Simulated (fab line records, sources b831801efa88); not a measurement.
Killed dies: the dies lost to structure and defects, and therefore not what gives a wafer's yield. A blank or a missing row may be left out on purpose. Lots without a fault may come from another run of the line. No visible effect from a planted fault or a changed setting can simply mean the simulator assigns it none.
A single fault, viewed from 2 desks    flow sky130    only its own numbers are on each desk; what lay behind them is given at the end

FOR THE TOOL OWNER'S DESK: implanter-04
The tool's own readings at SKY_VT_ADJUST_LVTN_IMPLANT_19: means of the sampled wafers that have a number, for each lot that ran on this tool. If a lot's mean is further than 4 standard deviations from the usual mean, the lot is out of limits and carries the mark OUT (the distance appears in the brackets).
Columns: A = beamEnergyKeV at SKY_VT_ADJUST_LVTN_IMPLANT_19, usual 30.001; B = doseIonsCm2 at SKY_VT_ADJUST_LVTN_IMPLANT_19, usual 6.5e+11; C = faradayCurrentUA at SKY_VT_ADJUST_LVTN_IMPLANT_19, usual 3.67
lot   first seen here  A       B                          C
L229  day 8 04:51      29.991  6.5e+11                    3.64
L231  day 8 14:55      29.995  6.5e+11                    3.66
L236  day 10 01:12     29.997  9.6e+11 (+99 or more) OUT  5.52 (+23) OUT
L239  day 11 00:13     30.003  9.6e+11 (+99 or more) OUT  5.37 (+21) OUT
L241  day 11 15:20     30.001  9.6e+11 (+99 or more) OUT  5.44 (+22) OUT
Finding of this desk: L236, L239, L241 out of limits; the first was L236 at day 10 01:12, on doseIonsCm2 at SKY_VT_ADJUST_LVTN_IMPLANT_19. In limits: L229, L231.

THE METROLOGY DESK
Means of the sampled wafers that have a number, per lot and without regard to the tool the lot ran on: this is what the gauges read. If a lot's mean is further than 4 standard deviations from the usual mean, the lot is out of limits and carries the mark OUT (the distance appears in the brackets).
Columns: A = FIELD_ISO_CVD_24_THK at SKY_FIELD_ISO_THK_MEAS_25, usual 595 nm; B = PWDE_TW at SKY_PWDE_TW_MEAS_10, usual 372.8; C = VT_ADJUST_LVTN_2_TW at SKY_VT_ADJUST_LVTN_TW_MEAS_21, usual 187.7
lot   first seen here  A    B      C
L227  day 2 14:47      588  374.5  186.4
L228  day 2 14:47      595  377.6  189.0
L229  day 2 17:12      605  375.1  188.5
L231  day 3 03:46      598  369.9  188.4
L236  day 4 07:08      601  373.9  210.0 (+22) OUT
L239  day 4 22:48      594  371.9  209.2 (+22) OUT
L241  day 5 13:22      587  374.1  209.3 (+22) OUT
L243  day 5 22:23      590  372.3  189.2
L244  day 6 00:47      592  374.0  188.5
L247  day 6 15:34      592  375.0  188.8
L249  day 7 03:29      590  366.2  186.7
L250  day 7 11:25      588  375.1  186.4
This desk's finding: out of limits on L236, L239, L241; first on L236, day 10 01:26 (VT_ADJUST_LVTN_2_TW at SKY_VT_ADJUST_LVTN_TW_MEAS_21). In limits: L227, L228, L229, L231, L243, L244, L247, L249, L250.

TAKEN TOGETHER
The tool owner's desk could have raised an alarm at day 10 01:12, on L236, L239, L241.
At day 10 01:26 the metrology desk could have sounded an alarm, on L236, L239, L241.
All the named lots went through SKY_VT_ADJUST_LVTN_IMPLANT_19 on implanter-04.

WHAT THE SIMULATOR HAD INSERTED
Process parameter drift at SKY_VT_ADJUST_LVTN_IMPLANT_19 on implanter-04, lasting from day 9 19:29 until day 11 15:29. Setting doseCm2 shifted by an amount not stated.
Lots struck among those shown: L236, L239, L241.
Counting hours from when the fault started, the first reading out of limits came at 6 for the tool owner's desk and at 6 for the metrology desk.
